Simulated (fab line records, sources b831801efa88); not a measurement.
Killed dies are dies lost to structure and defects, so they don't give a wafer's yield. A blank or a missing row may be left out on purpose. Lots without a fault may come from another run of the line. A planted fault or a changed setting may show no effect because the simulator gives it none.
fab line records | flow gf180mcu
record lots=5 wafers=15 last_day=34
route steps=602 shown SALICIDE@279 CONTACT@287
lots that met no fault: from a run of the same line without faults
start_h: hours from the record's first day to the start of the lot's first wafer shown | wait_h: hours since the lot's step before | " the same as in the row above | L1.1+2: a row that stands for several wafers | - no value, or no start given | * or withheld: withheld | < > ~ a bound
route shown NAME@n: a module of which the file shows steps, and the number in the route of the first | usual: mean/standard deviation of fault-free wafers | same: alike in all rows | chamber/n: place in a boat | sites: the reading at each site | _std_site: their standard deviation | _edge_site: outer sites' mean less inner sites' | radius_mm: how far each site lies from the wafer's centre | mask NAME#n: copy n | behind: the tool/chamber that last shaped the wafer | hold: why the lot was held/for how many hours/how that ended | device: the transistor (n, p or np) that didn't switch | end of line: the same wafers' tests at the end of the route | a step without rows: its recipe alone | killed: dies lost to structure and defects at the first sort, not the wafer's yield | map: a wafer's dies, x killed, . not, _ none there
set.NAME: the setting as run; set.NAME@STEP: as run at that earlier step | model.NAME: the simulator's own value behind a step, which no gauge read
lots at some steps of the route; a table a step, a row a wafer
services: from which hour (start_h, from the record's first day; less than 0 if before it) a tool's chamber was out of use, for how many hours, and why
## steps
# step GF_SALICIDE_WET_ETCH_01
# recipe chemistry=dHF target_depth_nm=5 dry=ipa_marangoni target=SiO2 temp_c=25 dilution=100:1 time_s=100
# columns lot.wafer tool chamber start_h wait_h
L078.2+4+6 wet_bench-01 0 374.08 0.0
L081.2+4+6 wet_bench-03 0 405.19 0.0
L082.2+4+6 wet_bench-01 2 410.84 0.0
L089.1+4+5 wet_bench-01 0 472.43 0.0
L095.2+4+5 wet_bench-03 0 517.38 0.0
# step GF_SALICIDE_SPUTTER_02
# recipe material=Co target_thk_nm=10 power_w=1000 time_s=20 chamber_pressure_pa=0.4
# usual throttle_valve_pct=29.7/0.6
# columns lot.wafer tool chamber start_h wait_h throttle_valve_pct
L078.2 pvd_sputter-01 - 374.12 0.0 30.4
L078.4 " - " " 29.3
L078.6 " - " " 28.8
L081.2 pvd_sputter-02 - 405.28 0.0 30.0
L081.4 " - " " 28.8
L081.6 " - " " 28.9
L082.2 pvd_sputter-01 - 410.88 0.0 30.1
L082.4 " - " " 29.9
L082.6 " - " " 30.3
L089.1 pvd_sputter-01 - 472.47 0.0 29.2
L089.4 " - " " 30.4
L089.5 " - " " 30.5
L095.2 pvd_sputter-01 - 517.41 0.0 30.3
L095.4 " - " " 29.7
L095.5 " - " " 30.2
# step GF_SALICIDE_SPUTTER_03
# recipe material=TiN target_thk_nm=20 power_w=6500 time_s=16.7 chamber_pressure_pa=0.4
# usual throttle_valve_pct=29.7/0.6
# columns lot.wafer tool chamber start_h wait_h throttle_valve_pct
L078.2 pvd_sputter-01 - 374.15 0.0 30.4
L078.4 " - " " 29.3
L078.6 " - " " 29.4
L081.2 pvd_sputter-02 - 405.31 0.0 29.9
L081.4 " - " " 28.9
L081.6 " - " " 28.5
L082.2 pvd_sputter-01 - 410.91 0.0 30.1
L082.4 " - " " 29.8
L082.6 " - " " 30.2
L089.1 pvd_sputter-01 - 472.50 0.0 28.9
L089.4 " - " " 30.1
L089.5 " - " " 30.1
L095.2 pvd_sputter-01 - 517.44 0.0 30.3
L095.4 " - " " 29.5
L095.5 " - " " 30.4
# step GF_SALICIDE_RS_MEAS_04
# recipe thk_meas_gauge=four-point-probe reads=TiN_of_SALICIDE_SPUTTER_03+Co_of_SALICIDE_SPUTTER_02
# usual SALICIDE_TIN_RS=16.4/0.32
# columns lot.wafer tool chamber start_h wait_h SALICIDE_TIN_RS[ohm/sq]
L078.2 film_metro-04 - 374.19 0.0 16.3
L078.4 " - " " 16.3
L078.6 " - " " 16.5
L081.2 film_metro-01 - 405.36 0.0 16.1
L081.4 " - " " 15.9
L081.6 " - " " 15.7
L082.2 film_metro-04 - 410.95 0.0 16.6
L082.4 " - " " 16.1
L082.6 " - " " 16.2
L089.1 film_metro-01 - 472.52 0.0 16.9
L089.4 " - " " 17.1
L089.5 " - " " 17.0
L095.2 film_metro-04 - 517.49 0.0 16.6
L095.4 " - " " 16.6
L095.5 " - " " 16.7
# step GF_SALICIDE_THK_MEAS_05
# recipe thk_meas_gauge=xrf reads=TiN_of_SALICIDE_SPUTTER_03
# usual SALICIDE_TIN_THK=19.9/0.31
# columns lot.wafer tool chamber start_h wait_h SALICIDE_TIN_THK[nm]
L078.2 film_metro-04 - 374.30 0.1 19.4
L078.4 " - " " 19.5
L078.6 " - " " 19.6
L081.2 film_metro-01 - 405.47 0.1 20.5
L081.4 " - " " 20.4
L081.6 " - " " 20.4
L082.2 film_metro-04 - 411.06 0.1 19.9
L082.4 " - " " 20.0
L082.6 " - " " 19.7
L089.1 film_metro-01 - 472.64 0.1 19.7
L089.4 " - " " 19.8
L089.5 " - " " 19.7
L095.2 film_metro-04 - 517.60 0.1 19.7
L095.4 " - " " 19.7
L095.5 " - " " 19.5
# step GF_SALICIDE_RTA_06
# recipe temp_c=530 time_s=30 ambient=N2
# usual chamber_o2_ppm=1.998/0.021 lamp_power_pct=6.54/0.24 wafer_temp_C_max=533.1/0.63
# columns lot.wafer tool chamber start_h wait_h chamber_o2_ppm lamp_power_pct wafer_temp_C_max
L078.2 rtp_anneal-02 0 374.37 0.1 2.005 6.72 533.8
L078.4 " 0 " " 1.979 6.72 533.6
L078.6 " 0 " " 1.988 6.73 533.8
L081.2 rtp_anneal-01 0 405.53 0.1 1.976 6.23 533.7
L081.4 " 0 " " 1.982 6.21 532.7
L081.6 " 0 " " 2.001 6.23 532.6
L082.2 rtp_anneal-02 0 411.13 0.1 2.006 6.72 533.0
L082.4 " 0 " " 2.037 6.72 532.4
L082.6 " 0 " " 2.026 6.73 532.9
L089.1 rtp_anneal-01 0 472.70 0.1 1.996 6.23 532.8
L089.4 " 0 " " 1.981 6.22 532.6
L089.5 " 0 " " 2.009 6.23 533.8
L095.2 rtp_anneal-02 0 517.66 0.1 1.997 6.71 533.2
L095.4 " 0 " " 2.022 6.72 533.0
L095.5 " 0 " " 1.992 6.72 532.6
# step GF_SALICIDE_WET_ETCH_07
# recipe chemistry=SPM target_depth_nm=120 dry=n2_spin
# columns lot.wafer tool chamber start_h wait_h
L078.2+4+6 wet_bench-03 1 374.45 0.1
L081.2+4+6 wet_bench-02 0 405.62 0.1
L082.2+4+6 wet_bench-03 1 411.21 0.1
L089.1+4+5 wet_bench-02 2 472.80 0.1
L095.2+4+5 wet_bench-03 0 517.75 0.1
# step GF_SALICIDE_RTA_08
# recipe temp_c=800 time_s=30 ambient=N2
# usual chamber_o2_ppm=1.997/0.021 lamp_power_pct=18.2/0.66 wafer_temp_C_max=804.8/0.87
# columns lot.wafer tool chamber start_h wait_h chamber_o2_ppm lamp_power_pct wafer_temp_C_max
L078.2 rtp_anneal-01 0 374.56 0.0 2.006 17.3 804.4
L078.4 " 0 " " 2.017 17.3 804.0
L078.6 " 0 " " 1.977 17.3 804.4
L081.2 rtp_anneal-02 0 405.73 0.0 1.995 18.7 804.2
L081.4 " 0 " " 2.007 18.7 806.4
L081.6 " 0 " " 2.007 18.7 806.0
L082.2 rtp_anneal-01 0 411.33 0.0 2.014 17.3 804.4
L082.4 " 0 " " 2.014 17.3 804.0
L082.6 " 0 " " 2.004 17.3 805.0
L089.1 rtp_anneal-02 0 472.89 0.0 2.039 18.7 804.8
L089.4 " 0 " " 1.992 18.7 804.9
L089.5 " 0 " " 2.014 18.7 804.9
L095.2 rtp_anneal-02 0 517.85 0.0 2.002 18.7 803.5
L095.4 " 0 " " 2.020 18.7 806.7
L095.5 " 0 " " 2.010 18.6 806.7
# step GF_CONTACT_CVD_00
# recipe material=SiO2 target_thk_nm=300 sigma_open_frac=0.3 temp_c=400 time_s=50 sih4_flow_sccm=60 pressure_mtorr=6
# usual susceptor_temp_C=400.00/0.21
# columns lot.wafer tool chamber start_h wait_h susceptor_temp_C
L078.2 hdpcvd-02 0 374.64 0.1 399.80
L078.4 " 1 " " 399.94
L078.6 " 2 " " 399.84
L081.2 hdpcvd-01 2 405.82 0.1 399.71
L081.4 " 2 " " 399.98
L081.6 " 1 " " 399.87
L082.2 hdpcvd-01 1 411.41 0.1 399.75
L082.4 " 2 " " 400.09
L082.6 " 1 " " 399.98
L089.1 hdpcvd-01 2 472.99 0.1 399.98
L089.4 " 1 " " 400.39
L089.5 " 2 " " 399.65
L095.2 hdpcvd-01 1 517.94 0.1 400.09
L095.4 " 0 " " 399.91
L095.5 " 2 " " 400.28
# step GF_CONTACT_THK_MEAS_01
# recipe reads=SiO2_of_CONTACT_CVD_00
# usual CONTACT_CVD_00_THK=299/3.6
# columns lot.wafer tool chamber start_h wait_h CONTACT_CVD_00_THK[nm]
L078.2 film_metro-01 - 374.70 0.0 296
L078.4 " - " " 300
L078.6 " - " " 301
L081.2 film_metro-02 - 405.87 0.0 303
L081.4 " - " " 300
L081.6 " - " " 305
L082.2 film_metro-02 - 411.47 0.0 299
L082.4 " - " " 300
L082.6 " - " " 300
L089.1 film_metro-03 - 473.04 0.0 301
L089.4 " - " " 300
L089.5 " - " " 300
L095.2 film_metro-01 - 517.99 0.0 303
L095.4 " - " " 302
L095.5 " - " " 302
# step GF_CONTACT_CVD_02
# recipe material=SiO2 target_thk_nm=860 precursor=TEOS temp_c=400 time_s=95.992 rf_w=600
# usual heater_power_w=676/98 susceptor_temp_C=399.99/0.23
# columns lot.wafer tool chamber start_h wait_h heater_power_w since_wet_clean_h susceptor_temp_C
L078.2 pecvd-02 2 374.75 0.0 645 200 400.01
L078.4 " 1 " " 806 - 400.14
L078.6 " 0 " " 701 - 399.89
L081.2 pecvd-04 1 405.92 0.0 564 440 399.55
L081.4 " 1 " " 608 - 399.78
L081.6 " 0 " " 558 - 399.93
L082.2 pecvd-03 1 411.52 0.0 832 28 400.14
L082.4 " 1 " " 661 - 400.38
L082.6 " 0 " " 466 - 400.04
L089.1 pecvd-04 2 473.10 0.1 758 507 400.31
L089.4 " 0 " " 557 - 399.76
L089.5 " 1 " " 540 - 399.69
L095.2 pecvd-03 1 518.04 0.0 805 135 400.27
L095.4 " 1 " " 839 - 400.32
L095.5 " 2 " " 677 - 399.92
# step GF_CONTACT_THK_MEAS_03
# recipe reads=SiO2_of_CONTACT_CVD_02
# usual CONTACT_CVD_02_THK=861/9.9
# columns lot.wafer tool chamber start_h wait_h CONTACT_CVD_02_THK[nm]
L078.2 film_metro-01 - 374.83 0.0 848
L078.4 " - " " 861
L078.6 " - " " 869
L081.2 film_metro-01 - 406.04 0.1 846
L081.4 " - " " 850
L081.6 " - " " 866
L082.2 film_metro-02 - 411.60 0.0 852
L082.4 " - " " 864
L082.6 " - " " 862
L089.1 film_metro-02 - 473.17 0.0 850
L089.4 " - " " 861
L089.5 " - " " 862
L095.2 film_metro-03 - 518.12 0.0 859
L095.4 " - " " 873
L095.5 " - " " 876
# step GF_CONTACT_CMP_04
# recipe material=SiO2 down_force_psi=4 platen_rpm=60 pad_velocity_m_s=0.94248
# usual motor_current_A=12.2/1.7 time_to_endpoint_s=111/6.2
# columns lot.wafer tool chamber start_h wait_h motor_current_A time_to_endpoint_s
L078.2 cmp-02 3 374.93 0.1 10.8 95
L078.4 " 0 " " 12.5 109
L078.6 " 2 " " 15.7 113
L081.4 cmp-02 1 408.97 2.9 13.0 106
L081.2 " 2 " " 15.0 110
L081.6 " 0 " " 11.8 115
L082.2 cmp-01 1 411.65 0.0 10.2 117
L082.4 " 2 " " 11.8 110
L082.6 " 1 " " 9.7 118
L089.1 cmp-02 3 473.23 0.1 10.9 101
L089.4 " 1 " " 14.2 114
L089.5 " 3 " " 10.0 104
L095.4 cmp-01 1 518.22 0.1 9.9 120
L095.2 " 3 " " 10.5 108
L095.5 " 0 " " 12.1 123
# step GF_CONTACT_BOW_MEAS_05
# recipe mode=bow
# usual CONTACT_BOW=66/6.7
# columns lot.wafer tool chamber start_h wait_h CONTACT_BOW[um]
L078.2 film_metro-01 - 375.20 0.2 72
L078.4 " - " " 67
L078.6 " - " " 55
L081.2 film_metro-03 - 409.19 0.1 63
L081.4 " - " " 61
L081.6 " - " " 67
L082.2 film_metro-03 - 411.97 0.3 71
L082.4 " - " " 62
L082.6 " - " " 62
L089.1 film_metro-01 - 473.53 0.2 63
L089.4 " - " " 74
L089.5 " - " " 83
L095.2 film_metro-02 - 518.49 0.1 55
L095.4 " - " " 75
L095.5 " - " " 71
# step GF_CONTACT_DEHYDRATE_06
# recipe temp_c=200 time_s=60
# usual plate_temp_C=199.97/0.16
# columns lot.wafer tool chamber start_h wait_h plate_temp_C
L078.2 litho_track-02 0 386.18 11.0 200.10
L078.4 " 0 " " 200.02
L078.6 " 0 " " 200.05
L081.2 litho_track-02 0 419.83 10.6 200.19
L081.4 " 0 " " 199.88
L081.6 " 0 " " 200.06
L082.2 litho_track-02 0 423.88 11.9 199.89
L082.4 " 0 " " 200.11
L082.6 " 0 " " 200.07
L089.1 litho_track-03 0 485.27 11.7 200.13
L089.4 " 0 " " 199.75
L089.5 " 0 " " 199.83
L095.2 litho_track-01 0 529.36 10.8 200.05
L095.4 " 0 " " 199.77
L095.5 " 0 " " 199.71
# step GF_CONTACT_HMDS_07
# recipe prime_time_s=60 prime_temp_c=120
# columns lot.wafer tool chamber start_h wait_h
L078.2+4+6 litho_track-02 0 386.33 0.1
L081.2+4+6 litho_track-02 0 419.98 0.1
L082.2+4+6 litho_track-02 0 424.03 0.1
L089.1+4+5 litho_track-03 0 485.42 0.1
L095.2+4+5 litho_track-01 0 529.51 0.1
# step GF_CONTACT_COAT_08
# recipe resist=BARC temp_c=withheld time_s=withheld spin_rpm=withheld resist_thk_nm=withheld
# usual dispense_pressure_kPa=51/7
# columns lot.wafer tool chamber start_h wait_h dispense_pressure_kPa
L078.2 litho_track-02 0 386.48 0.1 42
L078.4 " 0 " " 42
L078.6 " 0 " " 42
L081.2 litho_track-02 0 420.13 0.1 42
L081.4 " 0 " " 42
L081.6 " 0 " " 42
L082.2 litho_track-02 0 424.18 0.1 42
L082.4 " 0 " " 42
L082.6 " 0 " " 42
L089.1 litho_track-03 0 485.57 0.1 57
L089.4 " 0 " " 57
L089.5 " 0 " " 57
L095.2 litho_track-01 0 529.66 0.1 55
L095.4 " 0 " " 55
L095.5 " 0 " " 55
## services
# columns tool chamber start_h hours kind
cmp-01 - 354.23 2.0 repair
pecvd-02 - 356.87 2.8 repair
wet_bench-02 - 360.24 1.9 pm
cmp-01 - 367.77 3.6 pm
pecvd-03 - 369.06 14.0 pm
cmp-02 - 376.52 3.6 repair
cmp-02 - 404.27 4.0 pm
cmp-01 - 405.36 3.6 repair
pecvd-04 2 405.72 15.7 repair
pecvd-03 - 415.14 1.2 repair
cmp-01 - 427.27 2.4 repair
wet_bench-02 - 432.31 7.6 repair
pvd_sputter-01 - 432.86 0.8 repair
pvd_sputter-02 - 434.29 0.6 repair
pecvd-03 2 447.59 7.7 repair
pecvd-03 1 448.44 3.7 repair
cmp-01 - 451.44 3.9 repair
pecvd-04 - 452.26 1.4 repair
cmp-01 - 455.34 6.7 pm
wet_bench-02 - 479.11 4.4 pm
pecvd-04 - 484.79 0.3 repair
pecvd-03 - 488.24 0.5 repair
rtp_anneal-01 - 502.26 64.8 pm
cmp-01 - 511.30 1.7 repair
## key
fault none
